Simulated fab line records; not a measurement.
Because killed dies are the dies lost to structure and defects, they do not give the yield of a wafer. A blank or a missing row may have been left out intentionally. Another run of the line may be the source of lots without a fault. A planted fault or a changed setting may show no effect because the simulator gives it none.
fab line records	flow gf180mcu
record lots=24	wafers=72	last_day=34
route steps=602 shown PSD@263 CONTACT@311 M2@377 V2@383 M5@536
lots with no fault: from the same line, run without faults
start_h: hours from the record's opening day to when the first of the lot's shown wafers began	wait_h: hours since the lot's step before	" identical to the entry in the row above	L1.1+2: several wafers, shown together as one row	- no value, or no start was given	* or withheld: withheld	< > ~ a bound
route shown NAME@n: names a module that has steps shown in the file, with the first one's number in the route	usual: mean/standard deviation of fault-free wafers	same: alike in all rows	chamber/n: place in a boat	sites: the reading at each site	_std_site: the standard deviation of these	_edge_site: inner sites' mean taken away from outer sites' mean	radius_mm: how far each site lies from the wafer's centre	mask NAME#n: copy n	behind: the last tool/chamber to shape the wafer	hold: cause of the lot's hold/its duration in hours/its outcome	device: which transistor (n, p or np) failed to switch	end of line: tests of these same wafers at the route's end	a step with no rows: only its recipe	killed: at the first sort, the dies lost to defects and structure; wafer yield is something else	map: a wafer's dies, marking killed ones x, the rest . and places with no die _
set.NAME: the run value of the setting; set.NAME@STEP: its run value at that earlier step	model.NAME: the simulator's own value behind a step, which no gauge read
a sample of lots followed through the steps of the route, with each step as a table and each wafer as a row
services: from which hour (start_h, from the record's first day; less than 0 if before it) a tool's chamber was out of use, for how many hours, and why
## steps
# step GF_PSD_RS_MEAS_15
# recipe thk_meas_gauge=four-point-probe
# usual PSD_RS=108.7/0.35
lot.wafer	tool	chamber	start_h	wait_h	PSD_RS[ohm/sq]
L074.2	film_metro-01	-	314.28	0.1	108.3
L074.4	"	-	"	"	108.7
L074.6	"	-	"	"	108.3
L075.1	film_metro-01	-	324.41	0.1	108.4
L075.2	"	-	"	"	108.3
L075.3	"	-	"	"	109.0
L076.1	film_metro-03	-	331.06	0.1	109.2
L076.3	"	-	"	"	108.8
L076.6	"	-	"	"	109.1
L077.1	film_metro-01	-	337.71	0.1	108.7
L077.3	"	-	"	"	108.6
L077.4	"	-	"	"	108.4
L078.1	film_metro-04	-	351.41	0.1	108.6
L078.5	"	-	"	"	108.6
L078.6	"	-	"	"	108.6
L079.4	film_metro-03	-	363.82	0.1	108.6
L079.5	"	-	"	"	108.4
L079.6	"	-	"	"	108.5
L080.2	film_metro-01	-	369.78	0.1	108.6
L080.4	"	-	"	"	108.8
L080.5	"	-	"	"	108.5
L081.1	film_metro-03	-	378.81	0.1	109.0
L081.4	"	-	"	"	109.2
L081.6	"	-	"	"	108.9
L082.2	film_metro-03	-	399.53	0.1	109.1
L082.3	"	-	"	"	109.0
L082.6	"	-	"	"	108.9
L083.1	film_metro-01	-	406.06	0.1	108.2
L083.3	"	-	"	"	108.3
L083.4	"	-	"	"	108.3
L084.1	film_metro-01	-	407.11	0.1	108.6
L084.4	"	-	"	"	108.8
L084.6	"	-	"	"	108.6
L086.4	film_metro-03	-	422.22	0.1	109.2
L086.5	"	-	"	"	108.2
L086.6	"	-	"	"	108.7
L085.4	film_metro-03	-	423.27	0.1	109.4
L085.5	"	-	"	"	109.2
L085.6	"	-	"	"	109.2
L087.2	film_metro-03	-	438.08	0.1	108.8
L087.5	"	-	"	"	108.9
L087.6	"	-	"	"	108.9
L088.3	film_metro-04	-	447.80	0.1	108.7
L088.5	"	-	"	"	108.6
L088.6	"	-	"	"	108.5
L089.1	film_metro-01	-	448.41	0.1	108.6
L089.2	"	-	"	"	108.9
L089.3	"	-	"	"	109.0
L090.3	film_metro-03	-	458.55	0.1	108.7
L090.4	"	-	"	"	109.0
L090.6	"	-	"	"	108.9
L091.3	film_metro-03	-	468.38	0.1	108.8
L091.4	"	-	"	"	108.6
L091.5	"	-	"	"	109.0
L092.2	film_metro-01	-	477.38	0.1	108.0
L092.4	"	-	"	"	108.4
L092.5	"	-	"	"	108.2
L094.2	film_metro-04	-	487.83	0.1	109.0
L094.3	"	-	"	"	109.2
L094.4	"	-	"	"	108.5
L093.3	film_metro-01	-	489.20	0.1	108.2
L093.4	"	-	"	"	108.3
L093.6	"	-	"	"	108.6
L095.1	film_metro-01	-	495.56	0.1	108.1
L095.5	"	-	"	"	107.8
L095.6	"	-	"	"	107.8
L096.2	film_metro-03	-	500.23	0.1	109.4
L096.3	"	-	"	"	109.1
L096.5	"	-	"	"	109.3
L097.3	film_metro-01	-	509.15	0.1	108.4
L097.5	"	-	"	"	108.8
L097.6	"	-	"	"	108.7
# step GF_CONTACT_CVD_24
# recipe material=W	target_thk_nm=300	time_s=90.339	temp_c=400	pressure_torr=40
# usual heater_power_w=815/110
lot.wafer	tool	chamber	start_h	wait_h	heater_power_w
L074.2	cvd_w-02	0	359.31	0.0	768
L074.4	"	0	"	"	777
L074.6	"	1	"	"	657
L075.1	cvd_w-01	1	370.19	0.0	954
L075.2	"	0	"	"	955
L075.3	"	1	"	"	944
L076.1	cvd_w-01	1	376.96	0.0	964
L076.3	"	1	"	"	957
L076.6	"	0	"	"	940
L077.1	cvd_w-01	1	383.55	0.0	978
L077.3	"	0	"	"	923
L077.4	"	1	"	"	979
L078.1	cvd_w-02	0	398.69	0.0	775
L078.5	"	1	"	"	663
L078.6	"	0	"	"	786
L079.4	cvd_w-02	0	411.69	0.1	775
L079.5	"	1	"	"	662
L079.6	"	0	"	"	780
L080.2	cvd_w-01	1	418.20	0.0	942
L080.4	"	0	"	"	861
L080.5	"	1	"	"	924
L081.1	cvd_w-02	1	427.95	0.0	665
L081.4	"	1	"	"	673
L081.6	"	1	"	"	651
L082.2	cvd_w-02	0	449.05	0.0	785
L082.3	"	1	"	"	662
L082.6	"	1	"	"	650
L083.1	cvd_w-02	1	456.19	0.0	670
L083.3	"	0	"	"	782
L083.4	"	1	"	"	669
L084.1	cvd_w-01	0	456.66	0.0	824
L084.4	"	0	"	"	848
L084.6	"	1	"	"	939
L086.4	cvd_w-02	0	472.74	0.1	803
L086.5	"	0	"	"	775
L086.6	"	1	"	"	661
L085.4	cvd_w-02	1	473.52	0.1	671
L085.5	"	1	"	"	667
L085.6	"	0	"	"	801
L087.2	cvd_w-01	1	488.50	0.0	938
L087.5	"	1	"	"	939
L087.6	"	0	"	"	857
L088.3	cvd_w-01	1	497.80	0.1	918
L088.5	"	1	"	"	944
L088.6	"	0	"	"	844
L089.1	cvd_w-02	1	498.82	0.0	675
L089.2	"	0	"	"	800
L089.3	"	0	"	"	750
L090.3	cvd_w-01	1	509.18	0.1	930
L090.4	"	0	"	"	840
L090.6	"	0	"	"	840
L091.3	cvd_w-02	1	518.45	0.1	681
L091.4	"	0	"	"	789
L091.5	"	1	"	"	662
L092.2	cvd_w-01	0	527.40	0.0	854
L092.4	"	1	"	"	957
L092.5	"	1	"	"	940
L094.2	cvd_w-02	0	536.03	0.0	796
L094.3	"	0	"	"	817
L094.4	"	1	"	"	648
L093.3	cvd_w-01	0	538.35	0.1	866
L093.4	"	1	"	"	949
L093.6	"	1	"	"	936
L095.1	cvd_w-02	1	544.00	0.0	671
L095.5	"	0	"	"	777
L095.6	"	1	"	"	659
L096.2	cvd_w-01	0	548.83	0.0	841
L096.3	"	1	"	"	901
L096.5	"	0	"	"	857
L097.3	cvd_w-01	1	557.20	0.1	931
L097.5	"	0	"	"	837
L097.6	"	1	"	"	918
# step GF_M2_OVL_MEAS_15
# usual M2_OVL=-1/6.3
lot.wafer	tool	chamber	start_h	wait_h	M2_OVL[nm]
L074.2	overlay-01	-	436.51	0.1	5
L074.4	"	-	"	"	2
L074.6	"	-	"	"	1
L075.1	overlay-01	-	443.76	0.1	-5
L075.2	"	-	"	"	-2
L075.3	"	-	"	"	0
L076.1	overlay-02	-	452.26	0.1	-6
L076.3	"	-	"	"	1
L076.6	"	-	"	"	1
L077.1	overlay-02	-	458.61	0.1	4
L077.3	"	-	"	"	6
L077.4	"	-	"	"	-3
L078.1	overlay-01	-	474.41	0.1	0
L078.5	"	-	"	"	1
L078.6	"	-	"	"	-13
L079.4	overlay-02	-	487.08	0.1	-1
L079.5	"	-	"	"	-13
L079.6	"	-	"	"	-3
L080.2	overlay-02	-	493.10	0.1	1
L080.4	"	-	"	"	1
L080.5	"	-	"	"	7
L081.1	overlay-01	-	503.64	0.1	0
L081.4	"	-	"	"	-5
L081.6	"	-	"	"	4
L082.2	overlay-02	-	524.61	0.1	5
L082.3	"	-	"	"	1
L082.6	"	-	"	"	-4
L083.1	overlay-01	-	530.06	0.1	-8
L083.3	"	-	"	"	-9
L083.4	"	-	"	"	-3
L084.1	overlay-01	-	531.41	0.1	-6
L084.4	"	-	"	"	-9
L084.6	"	-	"	"	-11
L086.4	overlay-01	-	546.46	0.1	8
L086.5	"	-	"	"	1
L086.6	"	-	"	"	12
L085.4	overlay-01	-	547.98	0.1	-4
L085.5	"	-	"	"	2
L085.6	"	-	"	"	-6
L087.2	overlay-01	-	561.80	0.1	-1
L087.5	"	-	"	"	12
L087.6	"	-	"	"	2
L088.3	overlay-02	-	569.37	0.1	-4
L088.5	"	-	"	"	1
L088.6	"	-	"	"	-3
L089.1	overlay-02	-	569.66	0.1	4
L089.2	"	-	"	"	-6
L089.3	"	-	"	"	-3
L090.3	overlay-01	-	580.41	0.1	5
L090.4	"	-	"	"	-5
L090.6	"	-	"	"	-1
L091.3	overlay-01	-	589.82	0.1	4
L091.4	"	-	"	"	-2
L091.5	"	-	"	"	6
L092.2	overlay-02	-	596.35	0.1	3
L092.4	"	-	"	"	-4
L092.5	"	-	"	"	3
L094.2	overlay-02	-	605.01	0.1	-3
L094.3	"	-	"	"	2
L094.4	"	-	"	"	-11
L093.3	overlay-01	-	605.97	0.1	2
L093.4	"	-	"	"	-6
L093.6	"	-	"	"	-2
L095.1	overlay-02	-	613.51	0.1	-5
L095.5	"	-	"	"	-6
L095.6	"	-	"	"	-1
L096.2	overlay-01	-	616.43	0.1	-8
L096.3	"	-	"	"	-9
L096.5	"	-	"	"	-8
L097.3	overlay-01	-	623.82	0.1	10
L097.5	"	-	"	"	3
L097.6	"	-	"	"	-1
# step GF_V2_THK_MEAS_01
# recipe reads=SiO2_of_V2_CVD_00
# usual V2_CVD_00_THK=600/4.6
lot.wafer	tool	chamber	start_h	wait_h	V2_CVD_00_THK[nm]
L074.2	film_metro-04	-	437.27	0.0	603
L074.4	"	-	"	"	601
L074.6	"	-	"	"	610
L075.1	film_metro-02	-	444.52	0.0	602
L075.2	"	-	"	"	601
L075.3	"	-	"	"	604
L076.1	film_metro-03	-	453.02	0.0	603
L076.3	"	-	"	"	606
L076.6	"	-	"	"	600
L077.1	film_metro-04	-	459.36	0.0	596
L077.3	"	-	"	"	602
L077.4	"	-	"	"	596
L078.1	film_metro-04	-	475.16	0.0	605
L078.5	"	-	"	"	600
L078.6	"	-	"	"	597
L079.4	film_metro-03	-	487.84	0.0	605
L079.5	"	-	"	"	605
L079.6	"	-	"	"	604
L080.2	film_metro-04	-	493.86	0.0	597
L080.4	"	-	"	"	606
L080.5	"	-	"	"	603
L081.1	film_metro-02	-	504.40	0.0	595
L081.4	"	-	"	"	597
L081.6	"	-	"	"	596
L082.2	film_metro-03	-	525.44	0.0	590
L082.3	"	-	"	"	601
L082.6	"	-	"	"	599
L083.1	film_metro-02	-	530.83	0.0	605
L083.3	"	-	"	"	603
L083.4	"	-	"	"	595
L084.1	film_metro-02	-	532.25	0.0	608
L084.4	"	-	"	"	608
L084.6	"	-	"	"	602
L086.4	film_metro-03	-	547.32	0.0	608
L086.5	"	-	"	"	605
L086.6	"	-	"	"	603
L085.4	film_metro-02	-	548.74	0.0	595
L085.5	"	-	"	"	601
L085.6	"	-	"	"	596
L087.2	film_metro-02	-	562.56	0.0	599
L087.5	"	-	"	"	600
L087.6	"	-	"	"	604
L088.3	film_metro-02	-	570.26	0.1	603
L088.5	"	-	"	"	594
L088.6	"	-	"	"	605
L089.1	film_metro-02	-	570.43	0.1	600
L089.2	"	-	"	"	602
L089.3	"	-	"	"	601
L090.3	film_metro-03	-	581.28	0.1	601
L090.4	"	-	"	"	601
L090.6	"	-	"	"	598
L091.3	film_metro-04	-	590.98	0.1	594
L091.4	"	-	"	"	595
L091.5	"	-	"	"	595
L092.2	film_metro-02	-	598.13	0.0	598
L092.4	"	-	"	"	599
L092.5	"	-	"	"	602
L094.2	film_metro-04	-	605.88	0.0	596
L094.3	"	-	"	"	596
L094.4	"	-	"	"	600
L093.3	film_metro-04	-	606.73	0.1	595
L093.4	"	-	"	"	605
L093.6	"	-	"	"	599
L095.1	film_metro-04	-	614.66	0.0	595
L095.5	"	-	"	"	606
L095.6	"	-	"	"	594
L096.2	film_metro-04	-	617.19	0.0	597
L096.3	"	-	"	"	602
L096.5	"	-	"	"	593
L097.3	film_metro-02	-	624.58	0.1	593
L097.5	"	-	"	"	593
L097.6	"	-	"	"	604
# step GF_V2_STRIP_18
# recipe chemistry=O2/N2	power_w=1400	pressure_mtorr=1500	platen_temp_c=250	o2_flow_sccm=3000	n2_flow_sccm=300	overash_fraction=0.5
# usual drypump_motor_current_A=5.3/0.4	heater_power_w=346/26	oes_product_au=0.593/0.0049
lot.wafer	tool	chamber	start_h	wait_h	drypump_motor_current_A	heater_power_w	oes_product_au	rf_hours_counter_h
L074.2	plasma_asher-02	0	462.51	-	5.7	319	0.600	4
L074.4	"	0	"	"	5.6	333	0.596	-
L074.6	"	1	"	"	5.1	314	0.589	-
L075.1	plasma_asher-03	0	468.77	-	5.0	336	0.599	83
L075.2	"	1	"	"	5.1	392	0.592	83
L075.3	"	0	"	"	5.0	333	0.594	-
L076.1	plasma_asher-01	0	477.42	-	4.9	333	0.597	41
L076.3	"	0	"	"	4.9	333	0.587	-
L076.6	"	0	"	"	4.9	338	0.592	-
L077.1	plasma_asher-03	1	483.92	-	5.0	388	0.593	85
L077.3	"	1	"	"	5.1	382	0.581	-
L077.4	"	0	"	"	5.0	336	0.591	-
L078.1	plasma_asher-03	0	500.02	-	4.9	330	0.583	87
L078.5	"	0	"	"	5.0	334	0.598	-
L078.6	"	1	"	"	5.1	399	0.596	-
L079.4	plasma_asher-03	1	512.04	-	5.2	389	0.599	-
L079.5	"	0	"	"	5.0	336	0.591	-
L079.6	"	1	"	"	5.1	381	0.590	-
L080.2	plasma_asher-01	0	518.41	-	4.9	339	0.593	46
L080.4	"	0	"	"	4.9	335	0.584	-
L080.5	"	0	"	"	4.9	335	0.592	-
L081.1	plasma_asher-03	1	528.12	-	5.1	383	0.596	89
L081.4	"	0	"	"	5.0	330	0.599	-
L081.6	"	1	"	"	5.1	387	0.593	-
L082.2	plasma_asher-03	0	549.02	-	4.9	334	0.593	92
L082.3	"	1	"	"	5.0	391	0.602	-
L082.6	"	0	"	"	5.0	334	0.592	-
L083.1	plasma_asher-02	0	554.51	-	5.6	336	0.594	16
L083.3	"	0	"	"	5.6	338	0.593	-
L083.4	"	1	"	"	5.1	302	0.598	-
L084.1	plasma_asher-02	0	555.17	-	5.6	333	0.597	16
L084.4	"	1	"	"	5.1	315	0.596	-
L084.6	"	0	"	"	5.6	332	0.594	-
L086.4	plasma_asher-02	1	569.63	-	5.2	306	0.593	-
L086.5	"	0	"	"	5.6	331	0.603	-
L086.6	"	1	"	"	5.1	308	0.586	-
L085.4	plasma_asher-02	1	571.55	-	5.1	301	0.595	-
L085.5	"	0	"	"	5.7	339	0.585	-
L085.6	"	1	"	"	5.1	313	0.590	-
L087.2	plasma_asher-01	1	585.22	-	6.1	352	0.588	54
L087.5	"	0	"	"	4.9	339	0.594	-
L087.6	"	1	"	"	6.1	360	0.584	-
L088.3	plasma_asher-03	0	592.35	-	4.9	334	0.594	-
L088.5	"	1	"	"	5.1	386	0.592	-
L088.6	"	0	"	"	5.0	336	0.602	-
L089.1	plasma_asher-03	0	593.87	-	5.0	335	0.597	95
L089.2	"	1	"	"	5.0	387	0.594	95
L089.3	"	0	"	"	5.0	331	0.588	-
L090.3	plasma_asher-01	1	603.16	-	6.1	354	0.594	-
L090.4	"	0	"	"	4.9	336	0.591	-
L090.6	"	0	"	"	4.9	345	0.601	-
L091.3	plasma_asher-01	1	611.85	-	6.1	355	0.587	-
L091.4	"	0	"	"	4.9	332	0.588	-
L091.5	"	1	"	"	6.1	352	0.598	-
L092.2	plasma_asher-01	0	619.72	-	4.9	333	0.590	58
L092.4	"	0	"	"	4.9	330	0.590	-
L092.5	"	0	"	"	4.9	333	0.588	-
L094.2	plasma_asher-03	0	626.81	-	5.0	334	0.591	99
L094.3	"	0	"	"	5.0	333	0.591	-
L094.4	"	1	"	"	5.1	388	0.590	-
L093.3	plasma_asher-03	0	628.05	-	5.0	327	0.601	-
L093.4	"	1	"	"	5.1	385	0.596	-
L093.6	"	1	"	"	5.1	394	0.594	-
L095.1	plasma_asher-01	0	636.07	-	4.9	332	0.587	59
L095.5	"	1	"	"	6.1	348	0.589	-
L095.6	"	0	"	"	4.9	341	0.591	-
L096.2	plasma_asher-02	0	637.96	-	5.6	332	0.591	24
L096.3	"	0	"	"	5.7	330	0.598	-
L096.5	"	0	"	"	5.7	327	0.586	-
L097.3	plasma_asher-03	0	645.29	-	5.0	320	0.593	-
L097.5	"	0	"	"	5.0	337	0.600	-
L097.6	"	1	"	"	5.1	394	0.588	-
# step GF_M5_METAL_ETCH_10
# recipe chemistry=Cl2/BCl3	mask_material=KrF	target_depth_nm=627.5	stop_on=SiO2	pressure_mtorr=8	icp_w=800	bias_w=140	Cl2_flow_sccm=80	bcl3_flow_sccm=40	time_s=104.6
# usual drypump_motor_current_A=5.84/0.18	oes_product_au=0.972/0.0069	throttle_valve_pct=28.250/0.011
lot.wafer	tool	chamber	start_h	wait_h	drypump_motor_current_A	oes_product_au	rf_hours_counter_h	throttle_valve_pct
L074.2	rie_metal-02	1	604.57	0.0	5.76	0.984	10	28.252
L074.4	"	1	"	"	5.79	0.967	-	28.255
L074.6	"	1	"	"	5.78	0.976	-	28.227
L075.1	rie_metal-02	0	610.72	0.0	5.80	0.973	12	28.263
L075.2	"	1	"	"	5.77	0.966	10	28.258
L075.3	"	0	"	"	5.80	0.966	-	28.265
L076.1	rie_metal-02	1	619.04	0.0	5.76	0.971	10	28.236
L076.3	"	0	"	"	5.82	0.957	-	28.267
L076.6	"	0	"	"	5.83	0.970	-	28.229
L077.1	rie_metal-03	0	623.21	0.0	6.19	0.982	5	28.243
L077.3	"	1	"	"	5.82	0.980	-	28.246
L077.4	"	0	"	"	6.18	0.969	-	28.250
L078.1	rie_metal-02	1	639.17	0.0	5.79	0.978	11	28.252
L078.5	"	1	"	"	5.80	0.970	-	28.237
L078.6	"	1	"	"	5.80	0.974	-	28.247
L079.4	rie_metal-01	1	648.10	0.0	5.90	0.957	-	28.257
L079.5	"	1	"	"	5.91	0.973	-	28.257
L079.6	"	0	"	"	5.52	0.971	-	28.251
L080.2	rie_metal-03	0	654.87	0.0	6.21	0.977	6	28.246
L080.4	"	0	"	"	6.19	0.964	-	28.259
L080.5	"	1	"	"	5.82	0.962	-	28.248
L081.1	rie_metal-02	0	662.66	0.0	5.80	0.970	0	28.239
L081.4	"	1	"	"	5.77	0.980	-	28.239
L081.6	"	0	"	"	5.81	0.970	-	28.246
L082.2	rie_metal-01	1	680.42	0.0	5.89	0.968	0	28.247
L082.3	"	1	"	"	5.83	0.974	-	28.264
L082.6	"	0	"	"	5.52	0.973	-	28.255
L083.1	rie_metal-03	0	683.91	0.0	6.20	0.963	7	28.263
L083.3	"	0	"	"	6.20	0.971	-	28.227
L083.4	"	1	"	"	5.80	0.968	-	28.267
L084.1	rie_metal-01	1	684.27	0.0	5.90	0.981	0	28.242
L084.4	"	0	"	"	5.54	0.974	-	28.242
L084.6	"	1	"	"	5.90	0.975	-	28.239
L085.4	rie_metal-01	0	699.30	0.0	5.49	0.963	-	28.264
L085.5	"	1	"	"	5.89	0.965	-	28.271
L085.6	"	0	"	"	5.52	0.953	-	28.270
L086.4	rie_metal-03	0	701.05	0.0	6.18	0.975	-	28.254
L086.5	"	1	"	"	5.81	0.973	-	28.249
L086.6	"	0	"	"	6.19	0.975	-	28.254
L087.2	rie_metal-02	0	710.75	0.0	5.81	0.981	-	28.264
L087.5	"	0	"	"	5.81	0.968	-	28.247
L087.6	"	0	"	"	5.80	0.979	-	28.241
L088.3	rie_metal-02	0	715.34	0.1	5.80	0.980	-	28.245
L088.5	"	0	"	"	5.80	0.970	-	28.239
L088.6	"	0	"	"	5.81	0.972	-	28.257
L089.1	rie_metal-03	1	715.97	0.0	5.81	0.976	9	28.266
L089.2	"	0	"	"	6.20	0.973	8	28.249
L089.3	"	0	"	"	6.18	0.968	-	28.233
L090.3	rie_metal-03	0	728.00	0.0	6.19	0.968	-	28.247
L090.4	"	1	"	"	5.82	0.971	-	28.237
L090.6	"	1	"	"	5.83	0.965	-	28.254
L091.3	rie_metal-01	1	732.20	0.0	5.93	0.975	-	28.253
L091.4	"	0	"	"	5.55	0.968	-	28.246
L091.5	"	0	"	"	5.53	0.979	-	28.238
L092.2	rie_metal-02	1	740.66	0.0	5.81	0.983	1	28.239
L092.4	"	1	"	"	5.81	0.980	-	28.251
L092.5	"	0	"	"	5.81	0.978	-	28.255
L094.2	rie_metal-02	1	746.26	0.0	5.78	0.979	1	28.244
L094.3	"	0	"	"	5.79	0.972	-	28.268
L094.4	"	1	"	"	5.79	0.968	-	28.264
L093.3	rie_metal-02	0	747.50	0.0	5.82	0.967	-	28.246
L093.4	"	1	"	"	5.77	0.969	-	28.249
L093.6	"	1	"	"	5.78	0.972	-	28.262
L095.1	rie_metal-03	1	753.27	0.0	5.81	0.967	10	28.237
L095.5	"	0	"	"	6.17	0.975	-	28.259
L095.6	"	1	"	"	5.81	0.972	-	28.244
L096.2	rie_metal-03	1	756.36	0.0	5.83	0.975	11	28.253
L096.3	"	1	"	"	5.85	0.981	-	28.243
L096.5	"	0	"	"	6.20	0.973	-	28.247
L097.3	rie_metal-01	0	762.95	0.0	5.52	0.968	-	28.254
L097.5	"	0	"	"	5.53	0.962	-	28.252
L097.6	"	1	"	"	5.83	0.971	-	28.258
## services
tool	chamber	start_h	hours	kind
rie_metal-03	-	344.05	15.6	pm
rie_metal-03	-	363.10	0.5	repair
plasma_asher-03	-	368.42	1.2	repair
cvd_w-01	-	390.00	14.0	pm
cvd_w-01	-	409.91	4.3	pm
rie_metal-02	-	434.39	0.2	repair
plasma_asher-03	-	445.47	1.5	repair
rie_metal-02	1	477.27	9.4	repair
cvd_w-01	-	523.63	3.5	repair
plasma_asher-03	-	555.48	2.8	pm
cvd_w-01	0	560.66	4.7	repair
plasma_asher-03	-	563.74	5.1	repair
rie_metal-03	-	572.97	2.8	pm
cvd_w-01	-	607.18	6.9	pm
cvd_w-02	1	607.28	6.9	repair
cvd_w-02	-	621.34	1.3	repair
cvd_w-01	-	640.61	0.3	repair
cvd_w-01	0	663.44	9.8	repair
rie_metal-02	1	687.79	15.0	repair
cvd_w-02	-	704.31	6.0	pm
cvd_w-01	-	728.19	0.6	repair
cvd_w-01	-	733.18	6.0	pm
plasma_asher-03	-	733.75	9.0	pm
cvd_w-02	1	754.96	2.1	repair
## key
fault none
